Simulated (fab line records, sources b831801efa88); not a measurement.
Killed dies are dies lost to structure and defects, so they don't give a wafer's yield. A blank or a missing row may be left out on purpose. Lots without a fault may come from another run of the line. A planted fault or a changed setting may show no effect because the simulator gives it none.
Problem report in the 8D (eight disciplines) form, filled by code | flow gf180mcu | the parts of the form that need people (team, actions taken, sign-off) are left out

1. THE PROBLEM
dose_ions_cm2 at GF_HV_LDD_IMPLANT_33 reads a mean of 8.7e+12 on 6 wafers of 2 lots; wafers without a fault read 7.5e+12 with a standard deviation of 8.1e+09. That is +99 or more standard deviations from the usual mean.
First seen on wafer L582.4, day 14 10:43, on implanter-04. The record holds 18 wafers of 6 lots with a number at this step. Rule for "out", or "out of limits": more than 4 standard deviations from the usual mean. The other wafers with a number count as sound.

2. WHAT IT IS AND WHAT IT IS NOT
question                    | is                                | is not
which readings at this step | dose_ions_cm2, faraday_current_uA | rotation_deg
which lots                  | L582, L586                        | L575, L577, L581, L595
which wafers of those lots  | all that have a number            | -
read on which tools         | implanter-04                      | implanter-01, implanter-03
when                        | from day 14 10:43                 | up to then (9 sound wafers); but 3 sound wafers of L595 came after

3. SUSPECTS, AND WHAT RULES EACH OUT
Counting: a tool at a process step up to the reading stays a suspect if it ran every lot that is out and no sound lot after the first of them.
- implanter-04 at GF_HV_LDD_IMPLANT_33: kept. It ran every lot that is out, first L582 (day 14 10:43), and no sound lot after that; its last sound lot up to then is L575 (day 12 06:10). Its own readings are out on those wafers: dose_ions_cm2, faraday_current_uA.
Left after counting: implanter-04 at GF_HV_LDD_IMPLANT_33.

4. THE CAUSE (what the simulator had put in)
Process parameter drift: implanter-04, from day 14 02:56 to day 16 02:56, at GF_HV_LDD_IMPLANT_33. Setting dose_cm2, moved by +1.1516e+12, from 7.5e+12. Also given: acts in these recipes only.
Counting left only this tool.

5. THE CHAIN OF EFFECTS, in route order
Each row: a reading whose mean over the struck wafers that have a number lies more than 3 standard deviations from the usual. Only readings for which the record gives a usual standard deviation are gone through. hours: the time from each lot's start at the first step in this table that gives one to its start at this step, as a median over the lots. sigmas: the change in usual standard deviations.
hours | step                 | reading            | usual   | on struck wafers | change   | sigmas
0     | GF_HV_LDD_IMPLANT_33 | dose_ions_cm2      | 7.5e+12 | 8.7e+12          | +1.2e+12 | +99 or more
0     | GF_HV_LDD_IMPLANT_33 | faraday_current_uA | 42.3    | 48.2             | +5.9     | +6.9
The process steps in it:
- GF_HV_LDD_IMPLANT_33

6. WHAT WOULD HAVE CAUGHT IT SOONER
In this record the first reading out of limits was taken at day 14 10:43, 8 hours after the fault began at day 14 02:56.
